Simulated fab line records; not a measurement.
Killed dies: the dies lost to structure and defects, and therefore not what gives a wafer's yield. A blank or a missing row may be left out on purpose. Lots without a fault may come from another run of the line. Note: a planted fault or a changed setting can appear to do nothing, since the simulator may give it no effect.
A lot that was struck, set against a sound lot || flow sky130 || 17 steps out of a route of 708
Sound: wafers L588.2, L588.5, L588.6. Struck: wafer L596.1 (L596.3, L596.5, from the same lot, were not struck and are left out); the cause is given at the end.
Per side, at each step with rows, come the tool, then ch with its chambers, and then its first start. Under that, the readings that differ: sound wafers || struck wafers || difference of the means || sigmas: that difference in standard deviations of wafers without a fault.
alike: same words and numbers on both sides, and readings whose means sit less than 2 such deviations apart. not compared: any withheld reading, any reading some wafer has no value for, any bound like >300 that may hide the same value, and any number with overlapping values for which the record gives no deviation.
Wherever a step has rows on one side only, a row that says differs or no value, or a row with sigmas, the two part there. Numbers that don't overlap but have no deviation are shown without sigmas and don't part them. Lack of a reading on every wafer of one side parts them only where that side has two or more wafers.

SKY_POLY_GATE_THK_MEAS_04:
  struck on filmMetro-03, day 19 18:56; sound on filmMetro-01, day 16 14:56
  alike: POLY_GATE_CVD_03_THK
then, 8 steps without rows for these wafers: SKY_POLY_GATE_DEHYDRATE_05 (time 60 s); SKY_POLY_GATE_HMDS_06 (prime time 60 s); SKY_POLY_GATE_COAT_07 (resist thk 110 nm); SKY_POLY_GATE_COAT_08 (resist thk 450 nm); SKY_POLY_GATE_SOFTBAKE_09 (time 90 s); SKY_POLY_GATE_EXPOSE_10 (exposes mask P1M, target cd 150 nm); SKY_POLY_GATE_PEB_11; SKY_POLY_GATE_DEVELOP_12 (develop time 60 s).
SKY_POLY_GATE_CD_MEAS_13 targets a cd of 150 nm.
  struck on cdSem-02, day 21 01:35; sound on cdSem-02, day 17 19:25
  alike: cdNm
SKY_POLY_GATE_OVL_MEAS_14:
  struck on overlay-01, day 21 01:42; sound on overlay-02, day 17 19:31
  alike: POLY_GATE_OVL
SKY_POLY_GATE_ETCH_15: etches BARC in N2/H2, stops on SiO2, time 118.5 s, target depth 110 nm.
  sound on rieDiel-02 ch 0,1, day 17 19:32; struck on rieDiel-02 ch 3, day 21 01:44
  alike: drypumpMotorCurrentA, oesProductAu, throttleValvePct
  not compared: rfHoursCounterH
SKY_POLY_GATE_ETCH_16: etches Si3N4 in CH3F/O2, stops on poly-Si, time 147.5 s, target depth 75 nm.
  sound on rieDiel-02 ch 0,1, day 17 19:38; struck on rieDiel-02 ch 3, day 21 01:49
{"reading": "model.KrF-thick_of_POLY_GATE_COAT_08.thkNm (nm)", "sound": "237.3 238.3 235.5", "struck": 259.1, "difference": "+22.1", "sigmas": ""}
  alike: drypumpMotorCurrentA, oesProductAu, throttleValvePct
  not compared: rfHoursCounterH
SKY_POLY_GATE_ETCH_17: etches poly-Si in HBr/Cl2, stops on SiO2, target depth 180 nm, time 70.5 s.
  sound on rieSi-01 ch 0,1, day 17 19:44; struck on rieSi-01 ch 1, day 21 01:55
{"reading": "oesProductAu (a.u.)", "sound": "0.985 0.987 0.973", "struck": 1.001, "difference": "+0.019", "sigmas": "+3"}
{"reading": "model.KrF-thick_of_POLY_GATE_COAT_08.thkNm (nm)", "sound": "143 142.7 141.9", "struck": 162, "difference": "+19", "sigmas": ""}
  alike: drypumpMotorCurrentA, throttleValvePct
  not compared: rfHoursCounterH
SKY_POLY_GATE_STRIP_18: strips in O2/N2.
  sound on plasmaAsher-01 ch 0,1, day 17 19:47; struck on plasmaAsher-02 ch 0, day 21 01:59
{"reading": "stripTimeToEndpointS (s)", "sound": "3.195 3.191 3.181", "struck": 3.408, "difference": "+0.219", "sigmas": "+7"}
  alike: drypumpMotorCurrentA, oesProductAu
  not compared: rfHoursCounterH
then, 1 step without rows for these wafers: SKY_POLY_GATE_CLEAN_19 (cleans in SC1/SC2, time 150 s).
-- here the record skips 28 days between the struck wafers' starts before and after, leaving off in module POLY_GATE and picking up in module PAD_OPEN (first step shown: number 708 of the route) --
SKY_PAD_OPEN_PROBE_99:
  record: rows for the struck wafers here (prober-01, day 48 23:50), none for the sound ones

## WHERE THEY PART
Earliest at SKY_POLY_GATE_ETCH_17; latest, in this record, at SKY_PAD_OPEN_PROBE_99.

WHY: what had been put in by the simulator
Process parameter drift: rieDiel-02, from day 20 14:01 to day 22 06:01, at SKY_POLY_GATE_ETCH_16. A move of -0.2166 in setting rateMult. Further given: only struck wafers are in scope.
